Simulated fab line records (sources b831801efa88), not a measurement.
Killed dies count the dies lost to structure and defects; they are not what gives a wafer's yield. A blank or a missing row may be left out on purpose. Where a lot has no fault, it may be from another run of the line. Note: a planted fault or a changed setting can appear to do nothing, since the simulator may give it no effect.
fab line records | flow sfqLine
record: lots: 14 | wafers: 42 | lastDay: 81
route steps=325 shown I2@104
lots with no fault: from the same line, run without faults
startH: hours from the record's first day to the start of the lot's first wafer shown | waitH: how many hours have passed since the lot's step before this one | " same as the row above | L1.1+2: a row that stands for several wafers | - value missing, or start not given | * or withheld: withheld | < > ~ a bound
route shown NAME@n: a module of which the file shows steps, and the number in the route of the first | usual: average and standard deviation across the fault-free wafers | same: alike in all rows | chamber/n: place in a boat | sites: the reading at each site | _std_site: how widely they spread, as a standard deviation | _edge_site: the outer-site mean with the inner-site mean subtracted | radiusMm: how far each site lies from the wafer's centre | mask NAME#n: copy n | behind: the last tool/chamber to shape the wafer | hold: why the lot was held/for how many hours/how that ended | device: whichever transistor did not switch (one of n, p or np) | end of line: the tests these same wafers got at the end of their route | a step without rows: its recipe alone | killed: the dies lost at the first sort to structure and to defects; this is not the yield of the wafer | map: per-die view of a wafer (x killed, . not killed, _ where there is no die)
set.NAME: the run value of the setting; set.NAME@STEP: its run value at that earlier step | model.NAME: the simulator's own value behind a step, which no gauge read
the route's steps for a sample of lots (tables are steps, rows are wafers)
services: from which hour (startH, from the record's first day; less than 0 if before it) a tool's chamber was out of use, for how many hours, and why
== steps ==
step: SFQ_TRILAYER_I2_CMP_CMP_064
recipe: material: SiO2 | downForcePsi: 3 | platenRpm: 60 | padVelocityMS: 0.94248
usual: headPressurePsi: 3.000/0.0065 | motorCurrentA: 10.2/1 | slurryFlowMlMin: 150.0/0.49 | timeToEndpointS: 216/7.7
lot.wafer | tool   | chamber | startH | waitH | headPressurePsi | motorCurrentA | slurryFlowMlMin | timeToEndpointS
L318.3    | cmp-01 | 0       | 585.20 | 12.7  | 3.003           | 10.3          | 150.2           | 222
L318.4    | "      | 1       | "      | "     | 3.002           | 9.6           | 149.8           | 209
L318.5    | "      | 3       | 586.70 | 14.1  | 3.005           | 10.3          | 149.6           | 223
L320.2    | cmp-01 | 1       | 722.01 | 1.9   | 3.005           | 10.0          | 150.5           | 211
L320.1    | "      | 2       | "      | "     | 3.000           | 10.8          | 150.1           | 214
L320.4    | "      | 0       | 723.51 | 3.3   | 3.010           | 10.6          | 149.8           | 226
L321.3    | cmp-02 | 3       | 730.34 | 3.1   | 2.993           | 7.8           | 150.1           | 216
L321.6    | "      | 0       | "      | "     | 3.010           | 11.0          | 149.7           | 211
L321.5    | "      | 1       | "      | "     | 2.993           | 10.5          | 149.4           | 218
L322.2    | cmp-02 | 1       | 739.94 | 3.2   | 3.000           | 11.3          | 149.2           | 210
L322.6    | "      | 2       | "      | "     | 3.008           | 9.9           | 149.5           | 224
L322.5    | "      | 3       | "      | "     | 2.999           | 7.9           | 150.2           | 209
L323.2    | cmp-02 | 1       | 764.00 | 1.0   | 3.009           | 11.2          | 148.6           | 228
L323.1    | "      | 2       | "      | "     | 2.992           | 10.1          | 148.6           | 226
L323.5    | "      | 0       | 765.50 | 2.5   | 2.996           | 10.9          | 150.1           | 216
L324.1    | cmp-02 | 1       | 777.90 | 0.5   | 3.004           | 10.9          | 149.3           | 203
L324.3    | "      | 3       | 778.90 | 1.5   | 3.004           | 8.0           | 150.0           | 208
L324.6    | "      | 1       | 779.90 | 2.5   | 3.000           | 10.8          | 149.6           | 206
L327.2    | cmp-01 | 2       | 805.19 | 1.8   | 2.992           | 10.5          | 149.6           | 220
L327.1    | "      | 0       | 806.19 | 2.8   | 2.989           | 10.3          | 150.3           | 219
L327.5    | "      | 3       | 807.69 | 4.3   | 2.999           | 10.3          | 150.6           | 217
L328.4    | cmp-02 | 0       | 817.17 | 1.4   | 2.999           | 10.8          | 150.7           | 225
L328.1    | "      | 1       | "      | "     | 2.831           | 11.0          | 149.9           | 233
L328.2    | "      | 3       | 818.67 | 2.9   | 2.996           | 7.8           | 149.3           | 224
L330.2    | cmp-01 | 2       | 831.39 | 2.4   | 3.003           | 10.8          | 149.7           | 210
L330.6    | "      | 0       | 832.39 | 3.4   | 2.997           | 9.9           | 150.1           | 221
L330.5    | "      | 1       | "      | "     | 3.009           | 10.2          | 149.9           | 215
L331.4    | cmp-01 | 2       | 839.89 | 1.6   | 3.003           | 10.4          | 149.9           | 227
L331.1    | "      | 3       | "      | "     | 3.004           | 10.2          | 150.5           | 224
L331.6    | "      | 2       | 841.89 | 3.6   | 3.008           | 10.8          | 149.2           | 211
L332.4    | cmp-02 | 1       | 847.67 | 3.4   | 2.838           | 10.7          | 149.8           | 225
L332.2    | "      | 3       | 848.67 | 4.5   | 2.999           | 7.4           | 150.0           | 210
L332.6    | "      | 0       | "      | "     | 2.998           | 10.9          | 150.8           | 215
L337.2    | cmp-01 | 2       | 887.39 | 13.0  | 2.988           | 11.2          | 150.2           | 214
L337.3    | "      | 3       | "      | "     | 2.995           | 10.6          | 150.9           | 215
L337.5    | "      | 2       | 889.39 | 15.0  | 2.987           | 10.2          | 150.0           | 217
L338.3    | cmp-01 | 2       | 899.39 | 13.3  | 3.005           | 10.9          | 149.8           | 211
L338.4    | "      | 3       | "      | "     | 3.006           | 10.7          | 149.8           | 223
L338.5    | "      | 3       | 901.89 | 15.7  | 3.004           | 10.4          | 149.7           | 230
L340.3    | cmp-01 | 2       | 969.83 | 8.2   | 3.004           | 10.9          | 150.7           | 201
L340.2    | "      | 3       | "      | "     | 3.007           | 10.8          | 149.8           | 216
L340.6    | "      | 3       | 972.33 | 10.7  | 2.994           | 10.9          | 150.4           | 221
== services ==
tool   | chamber | startH | hours | kind
cmp-02 | -       | 576.12 | 4.0   | pm
cmp-02 | -       | 580.12 | -     | consumableReplace:conditioner
cmp-02 | -       | 580.12 | -     | consumableReplace:pad
cmp-02 | -       | 607.46 | 3.4   | repair
cmp-02 | -       | 615.62 | 0.4   | repair
cmp-02 | -       | 681.93 | 0.4   | repair
cmp-02 | -       | 700.57 | 0.3   | repair
cmp-01 | -       | 737.28 | 3.8   | pm
cmp-01 | -       | 747.13 | 4.0   | pm
cmp-01 | -       | 747.65 | 1.2   | repair
cmp-01 | -       | 751.13 | -     | consumableReplace:conditioner
cmp-01 | -       | 751.13 | -     | consumableReplace:pad
cmp-02 | -       | 766.31 | 1.0   | repair
cmp-01 | -       | 771.12 | 1.6   | repair
cmp-02 | -       | 782.20 | 10.3  | repair
cmp-02 | -       | 802.83 | 2.3   | pm
cmp-01 | -       | 917.30 | 1.5   | repair
cmp-02 | -       | 918.82 | 4.0   | pm
cmp-02 | -       | 922.82 | -     | consumableReplace:conditioner
cmp-02 | -       | 922.82 | -     | consumableReplace:pad
cmp-02 | -       | 934.41 | 0.2   | repair
cmp-02 | -       | 949.82 | 4.9   | pm
cmp-02 | -       | 958.93 | 3.1   | repair
== key ==
firstSign: step: SFQ_TRILAYER_I2_CMP_CMP_064 | reading: headPressurePsi | direction: down | sigmas: 26 | usual: 3.000 | struck: 2.835
effect none on later readings
metAt SFQ_TRILAYER_I2_CMP_CMP_064
struckLots L328,L332
struckWafers L328.1,L332.4
onsetBetween 777.90 817.17
fault: kind: processParameterDrift | tool: cmp-02 | chamber: 1 | onsetH: 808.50 | steps: SFQ_TRILAYER_I2_CMP_CMP_064 | channel: downForcePsi | offset: -0.16676 | shape: step | endH: 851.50 | actsIn: theseRecipesOnly | stated: 3
